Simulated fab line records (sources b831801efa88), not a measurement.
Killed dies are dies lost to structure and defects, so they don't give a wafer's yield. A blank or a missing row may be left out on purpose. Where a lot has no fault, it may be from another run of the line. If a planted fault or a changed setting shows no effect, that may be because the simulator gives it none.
The tool behind it: which one? -- flow sky130 -- 18 wafers sampled from 6 lots at 1 step of a route of 708

== WHAT EACH GAUGE READ, for each wafer ==
SKY_METAL2_THK_MEAS_06: measures by xrf.
lot,measured,on,METAL2_ALCU_THK (nm)
L849,day 34 03:36,film metro-04,251 248 247
L858,day 37 10:08,film metro-03,246 249 249
L861,day 38 02:32,film metro-04,248 251 249
L864,day 38 15:22,film metro-01,245 250 249
L868,day 40 05:17,film metro-03,247 252 246
L871,day 40 20:53,film metro-03,252 252 248

== WHICH TOOL RAN EACH LOT (tool, then ch and the chambers of the sampled wafers, then the start) ==
No process step before these readings appears in the record.

== THE ANSWER, worked out from the rows above alone ==
Rule: the usual values come from the lots themselves. The widest of any qualifying gaps counts: lots, ordered by their means at a reading, are off when they make up no more than a third of the lots, leave a main group of 4 or more, and stand apart from it by 3 or more times the standard deviation of that group's means. If all means in a main group match to the digits the tables above print for the reading, that group is not used. Also off: a lot with no number at a reading for which 4 or more lots have one. Any other lot the step has rows for is counted as sound.
No lot is off on any of the readings shown, so nothing can be concluded from this.

== WHAT HAD BEEN PUT IN BY THE SIMULATOR ==
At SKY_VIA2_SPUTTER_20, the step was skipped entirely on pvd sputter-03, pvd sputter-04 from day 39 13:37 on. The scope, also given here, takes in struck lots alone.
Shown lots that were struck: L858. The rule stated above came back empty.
